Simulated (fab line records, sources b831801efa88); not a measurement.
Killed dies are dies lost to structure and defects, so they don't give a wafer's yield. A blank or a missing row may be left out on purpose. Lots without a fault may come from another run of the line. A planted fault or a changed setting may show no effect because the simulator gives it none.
Which tool did it? | flow sky130 | 14 lots, 42 wafers sampled, at 7 steps of a route of 708

WHAT THE GAUGES READ, wafer by wafer
The record holds no reading of a measuring or inspecting step that can be judged against a usual standard deviation.

WHICH TOOL RAN EACH LOT (tool, then ch and the chambers of the sampled wafers, then the start)
lot  | SKY_VIA1_ETCH_14                   | SKY_VIA1_ETCH_15                   | SKY_VIA1_STRIP_16                    | SKY_VIA1_SPUTTER_20          | SKY_VIA1_CVD_21               | SKY_METAL2_SPUTTER_00        | SKY_METAL2_SPUTTER_01
L788 | rie_diel-04 ch 0,2,3, day 35 12:55 | rie_diel-04 ch 0,2,3, day 35 12:58 | plasma_asher-03 ch 0,1, day 35 13:01 | pvd_sputter-03, day 35 13:36 | cvd_w-02 ch 0,1, day 35 13:40 | pvd_sputter-02, day 35 14:14 | pvd_sputter-02, day 35 14:15
L789 | rie_diel-02 ch 0,3, day 35 15:07   | rie_diel-02 ch 0,3, day 35 15:10   | plasma_asher-04 ch 0,1, day 35 15:13 | pvd_sputter-02, day 35 15:48 | cvd_w-02 ch 0,1, day 35 15:52 | pvd_sputter-04, day 35 16:26 | pvd_sputter-04, day 35 16:28
L790 | rie_diel-04 ch 0,1,3, day 35 21:58 | rie_diel-04 ch 0,1,3, day 35 22:00 | plasma_asher-04 ch 0,1, day 35 22:05 | pvd_sputter-03, day 35 22:39 | cvd_w-02 ch 0,1, day 35 22:44 | pvd_sputter-01, day 35 23:17 | pvd_sputter-01, day 35 23:18
L791 | rie_diel-01 ch 0,3, day 36 06:16   | rie_diel-01 ch 0,3, day 36 06:19   | plasma_asher-03 ch 0,1, day 36 06:22 | pvd_sputter-02, day 36 06:57 | cvd_w-02 ch 0,1, day 36 07:01 | pvd_sputter-02, day 36 07:35 | pvd_sputter-02, day 36 07:36
L792 | rie_diel-02 ch 0,1,3, day 36 09:55 | rie_diel-02 ch 0,1,3, day 36 09:58 | plasma_asher-03 ch 0,1, day 36 10:01 | pvd_sputter-02, day 36 10:36 | cvd_w-01 ch 0,1, day 36 10:40 | pvd_sputter-02, day 36 11:14 | pvd_sputter-02, day 36 11:16
L793 | rie_diel-04 ch 0,1,2, day 36 14:45 | rie_diel-04 ch 0,1,2, day 36 14:47 | plasma_asher-03 ch 0,1, day 36 14:50 | pvd_sputter-01, day 36 15:26 | cvd_w-02 ch 0,1, day 36 15:29 | pvd_sputter-04, day 36 16:04 | pvd_sputter-04, day 36 16:05
L798 | rie_diel-04 ch 0,1,2, day 38 11:04 | rie_diel-04 ch 0,1,2, day 38 11:07 | plasma_asher-03 ch 0,1, day 38 11:11 | pvd_sputter-03, day 38 11:45 | cvd_w-02 ch 0,1, day 38 11:50 | pvd_sputter-04, day 38 12:24 | pvd_sputter-04, day 38 12:26
L800 | rie_diel-02 ch 1,2,3, day 39 02:54 | rie_diel-02 ch 1,2,3, day 39 02:56 | plasma_asher-03 ch 0,1, day 39 02:59 | pvd_sputter-02, day 39 03:36 | cvd_w-01 ch 0,1, day 39 03:40 | pvd_sputter-04, day 39 04:14 | pvd_sputter-04, day 39 04:15
L802 | rie_diel-04 ch 0,2,3, day 39 14:04 | rie_diel-04 ch 0,2,3, day 39 14:07 | plasma_asher-04 ch 0,1, day 39 14:10 | pvd_sputter-01, day 39 14:45 | cvd_w-01 ch 0,1, day 39 14:49 | pvd_sputter-02, day 39 15:23 | pvd_sputter-02, day 39 15:25
L805 | rie_diel-02 ch 1,2,3, day 40 06:00 | rie_diel-02 ch 1,2,3, day 40 06:02 | plasma_asher-03 ch 0,1, day 40 06:05 | pvd_sputter-01, day 40 06:41 | cvd_w-01 ch 0,1, day 40 06:44 | pvd_sputter-02, day 40 07:19 | pvd_sputter-02, day 40 07:20
L806 | rie_diel-01 ch 0,2, day 40 19:10   | rie_diel-01 ch 0,2, day 40 19:13   | plasma_asher-04 ch 0,1, day 40 19:16 | pvd_sputter-02, day 40 19:54 | cvd_w-01 ch 0,1, day 40 19:58 | pvd_sputter-04, day 40 20:32 | pvd_sputter-04, day 40 20:34
L807 | rie_diel-04 ch 0,1,3, day 40 20:00 | rie_diel-04 ch 0,1,3, day 40 20:02 | plasma_asher-04 ch 0,1, day 40 20:05 | pvd_sputter-03, day 40 20:49 | cvd_w-01 ch 1, day 40 20:53   | pvd_sputter-02, day 40 21:28 | pvd_sputter-02, day 40 21:29
L808 | rie_diel-04 ch 0,2, day 41 04:21   | rie_diel-04 ch 0,2, day 41 04:23   | plasma_asher-02 ch 1, day 41 04:26   | pvd_sputter-01, day 41 05:08 | cvd_w-01 ch 0,1, day 41 05:12 | pvd_sputter-04, day 41 05:46 | pvd_sputter-04, day 41 05:47
L809 | rie_diel-04 ch 0,3, day 41 09:01   | rie_diel-04 ch 0,3, day 41 09:04   | plasma_asher-03 ch 0,1, day 41 09:09 | pvd_sputter-02, day 41 09:43 | cvd_w-01 ch 0,1, day 41 09:48 | pvd_sputter-01, day 41 10:21 | pvd_sputter-01, day 41 10:22
- SKY_VIA1_ETCH_14: etches BARC in N2/H2, stops on SiO2, time 45.9 s, target depth 60 nm.
- SKY_VIA1_ETCH_15: etches SiO2 in C4F8/O2/Ar, stops on TiN, target depth 351 nm, time 54 s.
- SKY_VIA1_STRIP_16: strips in O2/N2.
- SKY_VIA1_SPUTTER_20: material TiN, target thk 20 nm, time 80 s.
- SKY_VIA1_CVD_21: deposits W, target thk 270 nm, time 80.902 s.
- SKY_METAL2_SPUTTER_00: material Ti, target thk 15 nm, time 10 s.
- SKY_METAL2_SPUTTER_01: material TiN, target thk 20 nm, time 16.7 s.

WHAT THE TOOLS THEMSELVES READ (means of the sampled wafers that have a number; where no wafer has one, the mark that the record gives instead)
SKY_VIA1_ETCH_14.
lot  | tool        | bias_w (W) | drypump_motor_current_A (A) | oes_product_au (a.u.) | throttle_valve_pct (%)
L788 | rie_diel-04 | 100.25     | 6.0                         | 0.858                 | 13.222
L789 | rie_diel-02 | 100.09     | 6.1                         | 0.858                 | 13.236
L790 | rie_diel-04 | 100.10     | 5.9                         | 0.861                 | 13.229
L791 | rie_diel-01 | 99.66      | 5.6                         | 0.857                 | 13.234
L792 | rie_diel-02 | 100.04     | 5.7                         | 0.859                 | 13.228
L793 | rie_diel-04 | 99.87      | 5.8                         | 0.852                 | 13.225
L798 | rie_diel-04 | 100.02     | 5.8                         | 0.857                 | 13.227
L800 | rie_diel-02 | 100.07     | 5.6                         | 0.855                 | 13.227
L802 | rie_diel-04 | 100.10     | 6.0                         | 0.852                 | 13.233
L805 | rie_diel-02 | 99.88      | 5.6                         | 0.854                 | 13.219
L806 | rie_diel-01 | 99.72      | 6.0                         | 0.848                 | 13.224
L807 | rie_diel-04 | 99.67      | 5.9                         | 0.854                 | 13.229
L808 | rie_diel-04 | 100.21     | 6.0                         | 0.848                 | 13.216
L809 | rie_diel-04 | 100.15     | 5.5                         | 0.854                 | 13.222

SKY_VIA1_ETCH_15.
lot  | tool        | bias_w (W) | oes_product_au (a.u.)
L788 | rie_diel-04 | 1200       | 0.978
L789 | rie_diel-02 | 1200       | 0.984
L790 | rie_diel-04 | 1200       | 0.983
L791 | rie_diel-01 | 1201       | 0.979
L792 | rie_diel-02 | 1200       | 0.985
L793 | rie_diel-04 | 1198       | 0.986
L798 | rie_diel-04 | 1198       | 0.979
L800 | rie_diel-02 | 1204       | 0.825
L802 | rie_diel-04 | 1198       | 0.980
L805 | rie_diel-02 | 1198       | 0.822
L806 | rie_diel-01 | 1205       | 0.981
L807 | rie_diel-04 | 1197       | 0.978
L808 | rie_diel-04 | 1201       | 0.985
L809 | rie_diel-04 | 1200       | 0.981

SKY_VIA1_STRIP_16.
lot  | tool            | drypump_motor_current_A (A) | oes_product_au (a.u.) | strip_time_to_endpoint_s (s)
L788 | plasma_asher-03 | 5.3                         | 0.415                 | 4.461
L789 | plasma_asher-04 | 5.8                         | 0.410                 | 4.461
L790 | plasma_asher-04 | 5.6                         | 0.417                 | 4.492
L791 | plasma_asher-03 | 5.4                         | 0.415                 | 4.502
L792 | plasma_asher-03 | 5.3                         | 0.415                 | 4.484
L793 | plasma_asher-03 | 5.3                         | 0.415                 | 4.485
L798 | plasma_asher-03 | 5.3                         | 0.414                 | 4.452
L800 | plasma_asher-03 | 5.3                         | 0.423                 | 4.664
L802 | plasma_asher-04 | 5.8                         | 0.418                 | 4.470
L805 | plasma_asher-03 | 5.3                         | 0.428                 | 4.674
L806 | plasma_asher-04 | 5.8                         | 0.418                 | 4.478
L807 | plasma_asher-04 | 5.5                         | 0.416                 | 4.465
L808 | plasma_asher-02 | 6.1                         | 0.412                 | 4.453
L809 | plasma_asher-03 | 5.3                         | 0.421                 | 4.495

SKY_VIA1_SPUTTER_20.
lot  | tool           | throttle_valve_pct (%)
L788 | pvd_sputter-03 | 31.0
L789 | pvd_sputter-02 | 27.9
L790 | pvd_sputter-03 | 30.3
L791 | pvd_sputter-02 | 29.1
L792 | pvd_sputter-02 | 30.3
L793 | pvd_sputter-01 | 29.6
L798 | pvd_sputter-03 | 29.4
L800 | pvd_sputter-02 | 29.7
L802 | pvd_sputter-01 | 29.5
L805 | pvd_sputter-01 | 29.0
L806 | pvd_sputter-02 | 28.3
L807 | pvd_sputter-03 | 29.9
L808 | pvd_sputter-01 | 29.1
L809 | pvd_sputter-02 | 27.7

SKY_VIA1_CVD_21.
lot  | tool     | heater_power_w (W)
L788 | cvd_w-02 | 893
L789 | cvd_w-02 | 892
L790 | cvd_w-02 | 904
L791 | cvd_w-02 | 974
L792 | cvd_w-01 | 858
L793 | cvd_w-02 | 988
L798 | cvd_w-02 | 996
L800 | cvd_w-01 | 894
L802 | cvd_w-01 | 875
L805 | cvd_w-01 | 881
L806 | cvd_w-01 | 877
L807 | cvd_w-01 | 909
L808 | cvd_w-01 | 886
L809 | cvd_w-01 | 851

SKY_METAL2_SPUTTER_00.
lot  | tool           | throttle_valve_pct (%)
L788 | pvd_sputter-02 | 31.5
L789 | pvd_sputter-04 | 30.1
L790 | pvd_sputter-01 | 29.1
L791 | pvd_sputter-02 | 29.7
L792 | pvd_sputter-02 | 30.3
L793 | pvd_sputter-04 | 29.3
L798 | pvd_sputter-04 | 30.3
L800 | pvd_sputter-04 | 30.7
L802 | pvd_sputter-02 | 30.3
L805 | pvd_sputter-02 | 28.9
L806 | pvd_sputter-04 | 31.2
L807 | pvd_sputter-02 | 29.9
L808 | pvd_sputter-04 | 30.2
L809 | pvd_sputter-01 | 29.9

SKY_METAL2_SPUTTER_01.
lot  | tool           | throttle_valve_pct (%)
L788 | pvd_sputter-02 | 31.7
L789 | pvd_sputter-04 | 29.9
L790 | pvd_sputter-01 | 29.1
L791 | pvd_sputter-02 | 29.5
L792 | pvd_sputter-02 | 30.1
L793 | pvd_sputter-04 | 29.3
L798 | pvd_sputter-04 | 30.2
L800 | pvd_sputter-04 | 30.5
L802 | pvd_sputter-02 | 30.2
L805 | pvd_sputter-02 | 29.0
L806 | pvd_sputter-04 | 31.3
L807 | pvd_sputter-02 | 29.8
L808 | pvd_sputter-04 | 30.2
L809 | pvd_sputter-01 | 29.7

THE ANSWER, worked out from the rows above alone
Rule: what is usual is taken from the lots themselves. Put in order of their means at a reading, lots are off if they are a third of the lots or fewer, leave a main group of 4 or more, and stand apart from it by a gap of 3 or more times the standard deviation of the main group's means; of several such gaps the widest counts. A main group whose means are all the same, to the digits that the tables above print for the reading, isn't used. A lot without any number at a reading at which 4 lots or more have one is off too. The other lots that the step has rows for count as sound. The gauges are gone through in route order, then the tools' own readings, and for those a lot's mean is taken as printed above. The first step at which some lot is off is used, and at that step the reading that is off furthest; a lot without a number counts as furthest.
Off: L800, L805, at SKY_VIA1_ETCH_15 (oes_product_au). The main group: mean 0.982 a.u., standard deviation 0.0028.
A tool fits if, at that step or a process step before it, it ran every lot that is off, and no sound lot after the first of them. One fits: rie_diel-02 at SKY_VIA1_ETCH_14 and SKY_VIA1_ETCH_15. At SKY_VIA1_ETCH_14 its last sound lot is L792 (day 36 09:55), its first lot that is off L800 (day 39 02:54): a fault that began between those two fits.

WHAT THE SIMULATOR HAD PUT IN
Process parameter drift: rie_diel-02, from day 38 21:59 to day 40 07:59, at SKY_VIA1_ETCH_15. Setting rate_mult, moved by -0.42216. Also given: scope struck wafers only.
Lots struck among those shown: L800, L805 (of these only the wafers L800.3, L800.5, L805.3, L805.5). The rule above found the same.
